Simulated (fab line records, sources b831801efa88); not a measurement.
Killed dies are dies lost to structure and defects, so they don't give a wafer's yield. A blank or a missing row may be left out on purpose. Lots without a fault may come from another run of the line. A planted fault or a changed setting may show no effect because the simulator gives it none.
Chamber matching | flow sky130 | SKY_POLY_GATE_ETCH_15 on rie_diel-03: 4 sister chambers
The step etches BARC in N2/H2, stops on SiO2, time 118.5 s, target depth 110 nm. 22 wafers are shown with their chamber, then 11 later ones without.

WAFERS WITH THEIR CHAMBER
wafer  | chamber | drypump_motor_current_A (A) | oes_product_au (a.u.) | throttle_valve_pct (%)
L074.2 | 1       | 5.5                         | 0.713                 | 13.210
L074.3 | 3       | 5.2                         | 0.715                 | 13.206
L074.4 | 2       | 5.2                         | 0.711                 | 13.193
L078.1 | 2       | 5.2                         | 0.725                 | 13.208
L078.4 | 1       | 5.5                         | 0.715                 | 13.208
L078.6 | 2       | 5.2                         | 0.717                 | 13.225
L086.1 | 2       | 5.2                         | 0.718                 | 13.212
L086.3 | 3       | 5.2                         | 0.712                 | 13.211
L086.6 | 3       | 5.1                         | 0.713                 | 13.234
L088.2 | 3       | 5.1                         | 0.715                 | 13.207
L088.5 | 0       | 5.3                         | 0.717                 | 13.210
L088.6 | 3       | 5.2                         | 0.712                 | 13.204
L091.1 | 3       | 5.1                         | 0.712                 | 13.208
L091.2 | 2       | 5.2                         | 0.719                 | 13.203
L091.5 | 2       | 5.2                         | 0.716                 | 13.219
L089.2 | 1       | 5.5                         | 0.718                 | 13.208
L089.4 | 2       | 5.2                         | 0.713                 | 13.215
L089.6 | 1       | 5.5                         | 0.721                 | 13.199
L092.1 | 3       | 5.2                         | 0.715                 | 13.219
L092.3 | 1       | 5.5                         | 0.717                 | 13.216
L092.6 | 1       | 5.5                         | 0.718                 | 13.206
L095.1 | 1       | 5.5                         | 0.712                 | 13.232

SIGNATURES (means of the wafers above)
reading                 | chamber 0 | chamber 1 | chamber 2 | chamber 3 | scatter within a chamber
drypump_motor_current_A | 5.300     | 5.500     | 5.200     | 5.157     | 0.0309
oes_product_au          | 0.71700   | 0.71629   | 0.71700   | 0.71343   | 0.00329
throttle_valve_pct      | 13.21000  | 13.21129  | 13.21071  | 13.21271  | 0.0105
Rule: a wafer's distance from a chamber is the root of the sum, over the readings, of the square of ((its reading less the chamber's mean) divided by the reading's scatter). The wafer belongs to the nearest chamber; if the next one is less than 2 further off, it can't be placed. The scatter: the root of (the sum of the squares of (reading less its chamber's mean) over the shown wafers, divided by (wafers less chambers)).

WAFERS WITHOUT THEIR CHAMBER
wafer  | drypump_motor_current_A (A) | oes_product_au (a.u.) | throttle_valve_pct (%)
L095.2 | 5.2                         | 0.721                 | 13.192
L095.3 | 5.2                         | 0.717                 | 13.206
L095.4 | 5.1                         | 0.716                 | 13.214
L095.5 | 5.2                         | 0.720                 | 13.199
L095.6 | 5.2                         | 0.723                 | 13.212
L096.1 | 5.5                         | 0.715                 | 13.201
L096.2 | 5.3                         | 0.720                 | 13.213
L096.3 | 5.2                         | 0.709                 | 13.201
L097.3 | 5.5                         | 0.713                 | 13.230
L097.5 | 5.2                         | 0.721                 | 13.215
L097.6 | 5.2                         | 0.715                 | 13.201

WHICH CHAMBER EACH WENT THROUGH
wafer  | from the rows above          | in truth
L095.2 | can't be placed: 2 or 3 or 0 | 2
L095.3 | can't be placed: 2 or 3      | 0
L095.4 | can't be placed: 3 or 2      | 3
L095.5 | can't be placed: 2 or 3      | 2
L095.6 | can't be placed: 2 or 3 or 0 | 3
L096.1 | 1                            | 1
L096.2 | 0                            | 0
L096.3 | can't be placed: 3 or 2 or 0 | 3
L097.3 | 1                            | 1
L097.5 | can't be placed: 2 or 3      | 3
L097.6 | can't be placed: 2 or 3      | 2
Placed correctly: 3 of 11. Can't be placed from these rows: 8 (the true chamber is among the candidates in 7). Placed wrongly: 0.
